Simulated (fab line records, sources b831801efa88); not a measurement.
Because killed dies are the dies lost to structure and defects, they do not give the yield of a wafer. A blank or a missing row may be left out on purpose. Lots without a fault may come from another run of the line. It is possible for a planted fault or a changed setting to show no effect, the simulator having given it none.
Which tool was responsible? / flow sky130 / 36 wafers from 12 lots sampled at 3 of the route's 708 steps

WHAT EACH GAUGE READ, for each wafer
SKY_POLY_GATE_CD_MEAS_22.
lot=L075; measured=day 16 23:41; on=cd_sem-01; cd_nm (nm)=151 148 147
lot=L077; measured=day 17 19:53; on=cd_sem-02; cd_nm (nm)=150 150 158
lot=L079; measured=day 19 02:28; on=cd_sem-02; cd_nm (nm)=148 153 149
lot=L081; measured=day 19 13:05; on=cd_sem-01; cd_nm (nm)=149 153 148
lot=L083; measured=day 20 09:39; on=cd_sem-02; cd_nm (nm)=152 151 152
lot=L085; measured=day 20 17:58; on=cd_sem-02; cd_nm (nm)=148 151 151
lot=L087; measured=day 21 12:41; on=cd_sem-02; cd_nm (nm)=148 146 142
lot=L089; measured=day 22 00:20; on=cd_sem-01; cd_nm (nm)=153 154 151
lot=L091; measured=day 22 13:11; on=cd_sem-02; cd_nm (nm)=145 150 151
lot=L093; measured=day 23 14:53; on=cd_sem-01; cd_nm (nm)=147 143 146
lot=L095; measured=day 24 06:47; on=cd_sem-02; cd_nm (nm)=150 148 144
lot=L097; measured=day 24 19:57; on=cd_sem-02; cd_nm (nm)=149 150 147

EACH LOT AND THE TOOL THAT RAN IT (in order: tool; ch and the chambers of the sampled wafers; start)
lot=L075; SKY_FIELD_ISO_STRIP_16=plasma_asher-02 ch 0,1, day 2 10:21; SKY_DNWELL_STRIP_08=plasma_asher-03 ch 0,1, day 3 08:09
lot=L077; SKY_FIELD_ISO_STRIP_16=plasma_asher-02 ch 0,1, day 2 20:00; SKY_DNWELL_STRIP_08=plasma_asher-03 ch 0,1, day 3 20:36
lot=L079; SKY_FIELD_ISO_STRIP_16=plasma_asher-01 ch 0,1, day 3 09:06; SKY_DNWELL_STRIP_08=plasma_asher-03 ch 0,1, day 4 07:35
lot=L081; SKY_FIELD_ISO_STRIP_16=plasma_asher-02 ch 1, day 3 20:19; SKY_DNWELL_STRIP_08=plasma_asher-02 ch 0, day 4 20:08
lot=L083; SKY_FIELD_ISO_STRIP_16=plasma_asher-03 ch 0,1, day 4 02:16; SKY_DNWELL_STRIP_08=plasma_asher-03 ch 0,1, day 5 03:12
lot=L085; SKY_FIELD_ISO_STRIP_16=plasma_asher-03 ch 0, day 4 14:46; SKY_DNWELL_STRIP_08=plasma_asher-02 ch 0,1, day 5 14:59
lot=L087; SKY_FIELD_ISO_STRIP_16=plasma_asher-01 ch 0,1, day 5 01:42; SKY_DNWELL_STRIP_08=plasma_asher-04 ch 0,1, day 6 01:44
lot=L089; SKY_FIELD_ISO_STRIP_16=plasma_asher-03 ch 0,1, day 5 11:22; SKY_DNWELL_STRIP_08=plasma_asher-04 ch 0,1, day 6 12:03
lot=L091; SKY_FIELD_ISO_STRIP_16=plasma_asher-02 ch 0,1, day 5 20:13; SKY_DNWELL_STRIP_08=plasma_asher-02 ch 1, day 6 20:57
lot=L093; SKY_FIELD_ISO_STRIP_16=plasma_asher-02 ch 0,1, day 6 08:46; SKY_DNWELL_STRIP_08=plasma_asher-04 ch 1, day 7 11:00
lot=L095; SKY_FIELD_ISO_STRIP_16=plasma_asher-01 ch 0,1, day 6 19:06; SKY_DNWELL_STRIP_08=plasma_asher-02 ch 0, day 7 21:57
lot=L097; SKY_FIELD_ISO_STRIP_16=plasma_asher-03 ch 0,1, day 7 06:22; SKY_DNWELL_STRIP_08=plasma_asher-03 ch 0,1, day 8 10:15
- SKY_FIELD_ISO_STRIP_16: strips in O2/N2.
- SKY_DNWELL_STRIP_08: strips in O2/N2.

THE ANSWER, worked out from the rows above alone
Rule: usual is defined by the lots themselves. Put in order of their means at a reading, lots are off if they are a third of the lots or fewer, leave a main group of 4 or more, and stand apart from it by a gap of 3 or more times the standard deviation of the main group's means; of several such gaps the widest counts. The tables above print the reading to a certain number of digits; a main group whose means all agree to those digits is not used. Also off: a lot with no number at a reading for which 4 or more lots have one. The other lots that the step has rows for count as sound.
None of the lots is off at any reading shown; this tells nothing.

WHAT THE SIMULATOR HAD PUT IN
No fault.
